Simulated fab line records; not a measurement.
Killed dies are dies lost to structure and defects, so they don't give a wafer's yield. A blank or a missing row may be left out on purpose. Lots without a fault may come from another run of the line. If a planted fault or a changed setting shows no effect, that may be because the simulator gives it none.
Which tool is to blame?	flow sky130	6 lots with 18 wafers sampled at 2 steps, on a route of 708 steps

== WHAT THE GAUGES READ, wafer by wafer ==
SKY_VIA4_BOW_MEAS_03.
lot	measured	on	VIA4_BOW (um)
L254	day 43 00:26	film metro-04	76 82 88
L256	day 43 13:17	film metro-02	75 79 77
L259	day 44 10:16	film metro-03	85 96 79
L261	day 44 21:07	film metro-03	77 91 89
L263	day 45 14:56	film metro-04	69 77 77
L273	day 47 22:43	film metro-04	76 75 74

== WHAT TOOL EACH LOT RAN ON (gives the tool, then ch and the chambers of the sampled wafers, and finally the start) ==
lot	SKY_VIA3_STRIP_17
L254	wet bench-04 ch 2, day 40 21:01
L256	wet bench-04 ch 2, day 41 10:05
L259	wet bench-01 ch 3, day 42 09:26
L261	wet bench-04 ch 2, day 42 20:17
L263	wet bench-01 ch 3, day 43 15:29
L273	wet bench-03 ch 0, day 46 02:05
- SKY_VIA3_STRIP_17: strips in post etch residue remover, time 1200 s.

== THE ANSWER, worked out from the rows above alone ==
Rule: the usual values come from the lots themselves. The widest of any qualifying gaps counts: lots, ordered by their means at a reading, are off when they make up no more than a third of the lots, leave a main group of 4 or more, and stand apart from it by 3 or more times the standard deviation of that group's means. Not used: any main group whose means are identical at the precision the tables above print for the reading. Also off: a lot with no number at a reading for which 4 or more lots have one. Any other lot the step has rows for is counted as sound.
No lot is off at any reading shown: from this, nothing can be told.

== WHAT HAD BEEN PUT IN BY THE SIMULATOR ==
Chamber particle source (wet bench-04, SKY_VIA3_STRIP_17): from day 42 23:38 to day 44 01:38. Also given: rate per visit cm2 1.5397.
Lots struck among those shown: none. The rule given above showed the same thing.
